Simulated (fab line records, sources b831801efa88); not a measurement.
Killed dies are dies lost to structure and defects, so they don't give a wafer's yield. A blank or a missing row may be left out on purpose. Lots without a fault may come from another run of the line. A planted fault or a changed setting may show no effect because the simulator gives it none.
A struck lot beside a sound one | flow sky130 | 16 steps out of a route of 708
Sound: wafers L941.2, L941.3, L941.4. Struck: wafers L953.3, L953.5, L953.6. The cause comes at the end.
At each step with rows: each side's tool, then ch and its chambers, then its first start. Under that, the readings that differ: sound wafers | struck wafers | difference of the means | sigmas: that difference in standard deviations of wafers without a fault.
alike: readings whose means differ by less than 2 such deviations, and words and numbers that are the same on both sides. not compared: withheld readings, readings that some wafer has no value for, bounds like >300 that may hide the same value, and numbers for which the record gives no deviation and whose values overlap.
The two part at a step that has a row with sigmas, a row that says differs or no value, or rows on one side only. Numbers that don't overlap but have no deviation are shown without sigmas and don't part them. A reading that every wafer of one side lacks parts them only if that side has two wafers or more.

first, 5 steps without rows for these wafers: SKY_SONOS_TUNNEL_COAT_02 (resist thk 1140 nm); SKY_SONOS_TUNNEL_SOFTBAKE_03 (time 60 s); SKY_SONOS_TUNNEL_EXPOSE_04 (exposes mask TUNM, target cd 410 nm); SKY_SONOS_TUNNEL_PEB_05; SKY_SONOS_TUNNEL_DEVELOP_06 (develop time 60 s).
SKY_SONOS_TUNNEL_CD_MEAS_07: target cd 410 nm.
  sound on cd_sem-01, day 12 12:07; struck on cd_sem-01, day 17 00:43
  reading    | sound             | struck            | difference | sigmas
  cd_nm (nm) | 408.4 406.6 406.8 | 413.3 411.4 413.5 | +5.5       | +2
SKY_SONOS_TUNNEL_OVL_MEAS_08:
  sound on overlay-02, day 12 12:13; struck on overlay-02, day 17 00:49
  alike: SONOS_TUNNEL_OVL
then, 3 steps without rows for these wafers: SKY_SONOS_TUNNEL_IMPLANT_09; SKY_SONOS_TUNNEL_WET_ETCH_10 (etches SiO2 in dHF, target depth 14 nm, time 280 s); SKY_SONOS_TUNNEL_STRIP_11 (strips in SPM, time 600 s).
SKY_SONOS_TUNNEL_TW_MEAS_12:
  sound on film_metro-02, day 12 12:41; struck on film_metro-02, day 17 01:16
  alike: SONOS_TUNNEL_TW
then, 1 step without rows for these wafers: SKY_SONOS_TUNNEL_CLEAN_13 (cleans in dHF, time 20 s).
SKY_SONOS_ONO_OXIDATION_00: stabilise 600 s, purge 300 s, target thk 2.6 nm.
  sound on furnace-02 ch 0, day 12 13:17; struck on furnace-02 ch 0, day 17 03:40
  reading                                          | sound                | struck               | difference | sigmas
  spike_tc_bottom_C (C)                            | 813.3 815.2 814.9    | 823.3 824.0 823.4    | +9.1       | +8
  spike_tc_centre_C (C)                            | 801.6 801.3 803.4    | 811.4 808.8 810.7    | +8.2       | +6
  spike_tc_lower_C (C)                             | 799.5 798.7 800.6    | 807.2 808.1 808.4    | +8.3       | +6
  spike_tc_upper_C (C)                             | 800.9 799.7 800.4    | 809.6 807.6 809.7    | +8.6       | +5
  tube_center_temp_C (C)                           | 799.95 800.01 799.92 | 808.72 808.59 808.64 | +8.69      | +99 or more
  tube_center_temp_C_max                           | 801.8 801.9 802.4    | 810.5 810.5 810.8    | +8.6       | +25
  model.SiO2_of_SONOS_ONO_OXIDATION_00.thk_nm (nm) | 2.614 2.583 2.623    | 3.03 3.054 3.041     | +0.43      |
SKY_SONOS_ONO_THK_MEAS_01:
  sound on film_metro-01, day 12 14:38; struck on film_metro-01, day 17 05:02
  reading                      | sound          | struck         | difference | sigmas
  SONOS_ONO_OXIDATION_THK (nm) | 2.66 2.58 2.64 | 3.02 3.09 3.03 | +0.42      | +8
then, 1 step without rows for these wafers: SKY_SONOS_ONO_CVD_02 (deposits Si3N4 from DCS/NH3, target thk 10.5 nm, time 180 s).
-- the record jumps here: 33 days lie between the struck wafers' starts before and after (it left off in module SONOS_ONO and takes up again in module PAD_OPEN, whose first step shown is number 708 of the route) --
SKY_PAD_OPEN_PROBE_99:
  sound on prober-01, day 46 16:52; struck on prober-01, day 50 01:23
  reading                               | sound                   | struck                  | difference | sigmas
  model.etest.sonos_erased.drive_ua_um  | 201.4 218.7 173.6       | 149.9 135.6 125.2       | -61.0      |
  model.etest.cap_ono.gate_log10_a_cm2  | -7.845 -7.922 -7.81     | -8.375 -8.7 -8.503      | -0.667     |
  model.etest.sonos_erased.vt_v (V)     | -2.331 -2.33 -2.302     | -1.863 -1.699 -1.756    | +0.548     |
  model.etest.cap_ono.tox_acc_nm (nm)   | 12.82 12.88 12.81       | 13.21 13.41 13.29       | +0.47      |
  model.etest.sonos_programmed.vt_v (V) | 1.488 1.455 1.497       | 1.379 1.252 1.255       | -0.185     |
  model.etest.sonos_baked.vt_less_v (V) | -0.5132 -0.5136 -0.5626 | -0.3887 -0.3241 -0.3326 | +0.1813    |
  alike: killed_at_M0_to_M3, killed_at_M4_up, killed_at_contacts, killed_at_front_end, killed_at_other, killed_dies, killed_open, killed_short

WHERE THEY PART
First at SKY_SONOS_TUNNEL_CD_MEAS_07; last, within this record, at SKY_SONOS_ONO_THK_MEAS_01. Later steps at which nothing parts them and some readings are alike: SKY_PAD_OPEN_PROBE_99.

WHY: what the simulator had put in
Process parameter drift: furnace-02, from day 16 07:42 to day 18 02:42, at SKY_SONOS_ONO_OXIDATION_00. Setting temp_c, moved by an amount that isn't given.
